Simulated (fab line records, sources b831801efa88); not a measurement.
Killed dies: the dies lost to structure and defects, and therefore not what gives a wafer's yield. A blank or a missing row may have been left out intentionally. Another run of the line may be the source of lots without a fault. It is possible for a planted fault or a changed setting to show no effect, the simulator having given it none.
The same fault as seen by 2 desks ; flow sfq-line ; only its own numbers are on each desk; what lay behind them is given at the end

== METROLOGY DESK ==
What the gauges read for every lot (on any tool): the sampled wafers with a number, averaged. If a lot's mean is further than 4 standard deviations from the usual mean, the lot is out of limits and carries the mark OUT (the distance appears in the brackets).
Columns: A = M7_NB_RS at SFQ_M7_RS_MEAS_943, usual 0.884 ohm/sq
lot;first seen here;A
L206;day 77 03:20;0.891
L207;day 77 04:28;0.871
L208;day 78 21:50;0.876
L212;day 79 13:33;0.884
L213;day 79 19:28;0.885
L215;day 80 00:17;1.197 (+32) OUT
L217;day 80 09:56;1.210 (+33) OUT
L219;day 81 03:55;0.875
L220;day 81 07:35;0.870
L222;day 81 16:01;0.893
L223;day 81 21:58;0.882
L224;day 81 23:20;0.884
L226;day 82 05:17;0.871
L228;day 82 08:55;0.882
This desk finds L215, L217 out of limits, with the earliest case on L215 at day 80 00:17 (M7_NB_RS at SFQ_M7_RS_MEAS_943). L206, L207, L208, L212, L213, L219, L220, L222, L223, L224, L226, L228 stayed within limits.

== THE TOOL OWNER'S DESK: pvd-sputter-03 ==
The tool's own readings at SFQ_TRILAYER_M7_DEP_SPUTTER_175 (material Nb, target thk 200 nm, time 133.3 s): means of the sampled wafers that have a number, for each lot that ran on this tool. If a lot's mean is further than 4 standard deviations from the usual mean, the lot is out of limits and carries the mark OUT (the distance appears in the brackets).
Columns: A = throttle-valve-pct at SFQ_TRILAYER_M7_DEP_SPUTTER_175, usual 30.1 %
lot;first seen here;A
L212;day 79 13:28;30.4
L215;day 80 00:11;30.5
L217;day 80 09:50;30.4
This desk found nothing out of limits on any of the 3 lots.

== TAKEN TOGETHER ==
Metrology desk: alarm possible at day 80 00:17 on L215, L217.
The tool owner's desk saw nothing out of limits.
On record at the tool owner's desk: L215, L217, within its limits.
On pvd-sputter-03, each named lot ran SFQ_TRILAYER_M7_DEP_SPUTTER_175.

== WHAT THE SIMULATOR HAD PUT IN ==
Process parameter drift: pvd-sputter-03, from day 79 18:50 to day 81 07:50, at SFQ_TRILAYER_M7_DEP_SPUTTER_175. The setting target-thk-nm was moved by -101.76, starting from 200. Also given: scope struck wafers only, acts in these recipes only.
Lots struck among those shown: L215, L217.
Delay in hours, fault start to first out-of-limits reading, per desk: metrology desk 5.
